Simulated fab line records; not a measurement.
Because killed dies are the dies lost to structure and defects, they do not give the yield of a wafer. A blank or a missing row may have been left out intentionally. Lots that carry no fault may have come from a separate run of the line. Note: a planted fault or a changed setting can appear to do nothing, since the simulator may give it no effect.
Comparing a struck lot with a sound one | flow sky130 | 20 out of 708 route steps
Sound: the wafers L395.1, L395.2, L395.6. The struck wafers were L397.1, L397.2, L397.5. The cause comes at the end.
For every step that has rows: the tool of each side, followed by ch and its chambers, followed by its first start. Under that, the readings that differ: sound wafers | struck wafers | difference of the means | sigmas: that difference in standard deviations of wafers without a fault.
alike: words and numbers the same on both sides, and readings whose means are apart by under 2 such deviations; not compared: readings that were withheld, readings missing a value for some wafer, numbers with overlapping values and no deviation given by the record, and bounds like >300 which may hide the same value.
A row with sigmas, a row that says differs or no value, or rows on one side alone: a step with any of these is where the two part. Non-overlapping numbers with no deviation appear without sigmas and do not part them. Lack of a reading on every wafer of one side parts them only where that side has two or more wafers.

SKY_POLY_GATE_CD_MEAS_22:
  sound on cd sem-02, day 16 07:40; struck on cd sem-01, day 17 07:14
  alike: cd nm
then, 7 steps without rows for these wafers: SKY_LDD_N_DEHYDRATE_00 (time 60 s); SKY_LDD_N_HMDS_01 (prime time 60 s); SKY_LDD_N_COAT_02 (resist thk 300 nm); SKY_LDD_N_SOFTBAKE_03 (time 60 s); SKY_LDD_N_EXPOSE_04 (exposes mask NTM, target cd 840 nm); SKY_LDD_N_PEB_05; SKY_LDD_N_DEVELOP_06 (develop time 60 s).
SKY_LDD_N_OVL_MEAS_07:
  sound on overlay-02, day 17 12:07; struck on overlay-01, day 18 12:04
  alike: LDD_N_OVL
then, 3 steps without rows for these wafers: SKY_LDD_N_IMPLANT_08; SKY_LDD_N_IMPLANT_09; SKY_LDD_N_IMPLANT_10.
SKY_LDD_N_IMPLANT_11:
  sound on implanter-03 ch 0, day 17 12:37; struck on implanter-04 ch 0, day 18 12:33
  reading                   | sound             | struck            | difference | sigmas
  implant ion amu           | 75 75 75          | 31 31 31          | -44        |
  model.implant.rp nm (nm)  | 15.99 15.99 15.99 | 27.13 27.13 27.13 | +11.14     |
  model.implant.drp nm (nm) | 7.212 7.212 7.212 | 12.97 12.97 12.97 | +5.76      |
then, 4 steps without rows for these wafers: SKY_LDD_N_IMPLANT_12; SKY_LDD_N_IMPLANT_13; SKY_LDD_N_IMPLANT_14; SKY_LDD_N_IMPLANT_15.
SKY_LDD_N_STRIP_16: strips in O2/N2.
  sound on plasma asher-04 ch 0,1, day 17 13:22; struck on plasma asher-01 ch 0,1, day 18 13:18
  reading                      | sound             | struck            | difference | sigmas
  strip time to endpoint s (s) | 4.281 4.276 4.310 | 4.243 4.212 4.217 | -0.065     | -5
  alike: drypump motor current A, oes product au
  not compared: rf hours counter h
SKY_LDD_N_TW_MEAS_17:
  sound on film metro-01, day 17 13:28; struck on film metro-04, day 18 13:24
  alike: LDD_N_TW
-- record jumps: 27 days separate the struck wafers' starts on either side; left off in module LDD_N, taken up again in module PAD_OPEN, whose first shown step is the route's number 708 --
SKY_PAD_OPEN_PROBE_99:
  sound on prober-02, day 45 08:07; struck on prober-02, day 45 20:04
  reading                                   | sound             | struck            | difference | sigmas
  model.etest.nfet_01v8_lvt.drive ua um     | 586.5 581.4 579.1 | 647.9 629.1 640.8 | +56.9      |
  model.etest.tip n.rs ohm sq               | 441.2 436.6 436.5 | 389.3 389 389.4   | -48.9      |
  model.etest.nfet_01v8_swapped.drive ua um | 515.2 509 507.2   | 560.8 550.6 559.6 | +46.5      |
  model.etest.nfet_01v8.drive ua um         | 518.6 506.6 505.2 | 556.7 544.8 557.3 | +42.8      |
  model.etest.sram nfet pass.drive ua um    | 498.8 502.9 478.3 | 553.1 541.3 561.4 | +58.6      |
  model.etest.nfet_01v8_turned.drive ua um  | 510.2 507.8 503.3 | 553.7 537 546.5   | +38.6      |
  model.etest.nfet_01v8.r on ohm um         | 820.1 842.4 831.7 | 793.3 798.4 791.4 | -37.0      |
  model.etest.res ndiff.rs ohm sq           | 117.9 117.9 118.6 | 120 119.5 120.4   | +2         |
  alike: killed_at_M0_to_M3, killed_at_M4_up, killed at contacts, killed at front end, killed at other, killed dies, killed open, killed short

WHERE THEY PART
Only at SKY_LDD_N_STRIP_16, as far as this record shows. Later steps at which nothing parts them and some readings are alike: SKY_LDD_N_TW_MEAS_17, SKY_PAD_OPEN_PROBE_99.

WHY: the cause the simulator had injected
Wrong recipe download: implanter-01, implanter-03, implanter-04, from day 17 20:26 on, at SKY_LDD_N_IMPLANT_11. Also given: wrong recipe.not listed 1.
